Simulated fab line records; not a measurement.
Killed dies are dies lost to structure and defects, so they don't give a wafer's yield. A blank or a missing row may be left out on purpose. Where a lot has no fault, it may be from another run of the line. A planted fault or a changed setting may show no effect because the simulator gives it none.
Matching of chambers | flow gf180mcu | GF_STI_ETCH_14 on rie-si-02 has 4 sister chambers
The step etches Si in HBr/Cl2/O2, target depth 360 nm, time 102.9 s. 7 wafers are shown with their chamber, then 8 later ones without.

== WAFERS PAIRED WITH THEIR CHAMBERS ==
wafer  | chamber | drypump-motor-current-A (A) | oes-product-au (a.u.)
L509.2 | 2       | 6.1                         | 1.005
L509.3 | 3       | 5.9                         | 0.989
L509.6 | 0       | 4.8                         | 0.991
L510.3 | 1       | 5.8                         | 0.997
L510.5 | 3       | 6.0                         | 1.001
L510.6 | 0       | 4.8                         | 0.995
L511.3 | 2       | 6.1                         | 1.003

== WAFERS MISSING THEIR CHAMBER ==
wafer  | drypump-motor-current-A (A) | oes-product-au (a.u.)
L511.4 | 5.8                         | 1.008
L511.6 | 4.7                         | 0.986
L512.1 | 5.8                         | 1.004
L512.5 | 5.9                         | 0.996
L512.6 | 4.8                         | 0.989
L516.1 | 6.1                         | 1.002
L516.2 | 4.8                         | 0.995
L516.3 | 5.8                         | 1.005

== CHAMBER TAKEN BY EACH ==
wafer  | from the rows above     | in truth
L511.4 | 1                       | 1
L511.6 | 0                       | 0
L512.1 | 1                       | 1
L512.5 | can't be placed: 3 or 1 | 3
L512.6 | 0                       | 0
L516.1 | 2                       | 2
L516.2 | 0                       | 0
L516.3 | 1                       | 1
Placed correctly: 7 of 8. These rows do not allow placing 1 (true chamber among the candidates in 1). 0 placed wrongly.
How it was worked out, from the rows above alone: a wafer's distance from a chamber is the root of the sum, over the readings, of the square of ((its reading less the chamber's mean) divided by the reading's scatter). If the next closest chamber is less than 2 further off than the closest, the wafer can't be placed; otherwise it belongs to the closest. Each chamber's mean is taken over the wafers shown for it. The scatter: the root of (the sum of the squares of (reading less its chamber's mean) over the shown wafers, divided by (wafers less chambers)).
